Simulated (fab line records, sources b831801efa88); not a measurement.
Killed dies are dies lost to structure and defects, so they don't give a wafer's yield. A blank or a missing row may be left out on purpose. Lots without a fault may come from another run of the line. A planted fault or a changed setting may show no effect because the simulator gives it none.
Which tool did it? | flow sky130 | 14 lots, 42 wafers sampled, at 2 steps of a route of 708

WHAT THE GAUGES READ, wafer by wafer
SKY_LI_CONTACT_OVL_MEAS_13.
lot  | measured     | on         | LI_CONTACT_OVL (nm)
L171 | day 29 01:27 | overlay-01 | -7 -16 -16
L172 | day 29 10:22 | overlay-01 | -4 -3 4
L174 | day 30 01:09 | overlay-02 | -12 -8 -2
L176 | day 30 22:48 | overlay-02 | -7 -6 -13
L177 | day 31 00:51 | overlay-02 | -4 -1 -3
L178 | day 31 11:55 | overlay-02 | 4 3 13
L187 | day 34 15:26 | overlay-01 | -14 -6 -16
L189 | day 35 08:46 | overlay-02 | 0 -11 -6
L188 | day 35 12:52 | overlay-02 | -2 -2 3
L190 | day 35 19:52 | overlay-01 | -3 -11 -9
L191 | day 35 22:01 | overlay-01 | 5 13 3
L192 | day 36 03:09 | overlay-01 | -18 0 -1
L193 | day 36 08:23 | overlay-01 | 2 5 -1
L194 | day 36 13:46 | overlay-01 | 1 -4 -3

SKY_LOCAL_INTERCONNECT_OVL_MEAS_12.
lot  | measured     | on         | LOCAL_INTERCONNECT_OVL (nm)
L171 | day 30 06:34 | overlay-01 | -1 -3 -11
L172 | day 30 15:31 | overlay-01 | 0 -4 3
L174 | day 31 06:18 | overlay-02 | 1 9 4
L176 | day 32 03:41 | overlay-02 | -2 2 8
L177 | day 32 06:04 | overlay-02 | -1 7 3
L178 | day 32 16:04 | overlay-01 | -3 3 2
L187 | day 35 20:13 | overlay-02 | 2 -1 2
L189 | day 36 12:19 | overlay-02 | -2 -3 -7
L188 | day 36 16:32 | overlay-01 | -6 -1 -9
L190 | day 36 23:19 | overlay-02 | 10 8 3
L191 | day 37 01:40 | overlay-02 | 3 -3 7
L192 | day 37 05:40 | overlay-01 | 7 9 7
L193 | day 37 12:10 | overlay-01 | -10 0 1
L194 | day 37 16:55 | overlay-01 | -14 -9 -10

WHICH TOOL RAN EACH LOT (tool, then ch and the chambers of the sampled wafers, then the start)
The record holds no process step before these readings.

WHAT THE TOOLS THEMSELVES READ (means of the sampled wafers that have a number; where no wafer has one, the mark that the record gives instead)
The record holds no such reading with a usual standard deviation.

THE ANSWER, worked out from the rows above alone
Rule: what is usual is taken from the lots themselves. Put in order of their means at a reading, lots are off if they are a third of the lots or fewer, leave a main group of 4 or more, and stand apart from it by a gap of 3 or more times the standard deviation of the main group's means; of several such gaps the widest counts. A main group whose means are all the same, to the digits that the tables above print for the reading, isn't used. A lot without any number at a reading at which 4 lots or more have one is off too. The other lots that the step has rows for count as sound. The gauges are gone through in route order, then the tools' own readings, and for those a lot's mean is taken as printed above. The first step at which some lot is off is used, and at that step the reading that is off furthest; a lot without a number counts as furthest.
No lot is off at any reading shown: from this, nothing can be told.

WHAT THE SIMULATOR HAD PUT IN
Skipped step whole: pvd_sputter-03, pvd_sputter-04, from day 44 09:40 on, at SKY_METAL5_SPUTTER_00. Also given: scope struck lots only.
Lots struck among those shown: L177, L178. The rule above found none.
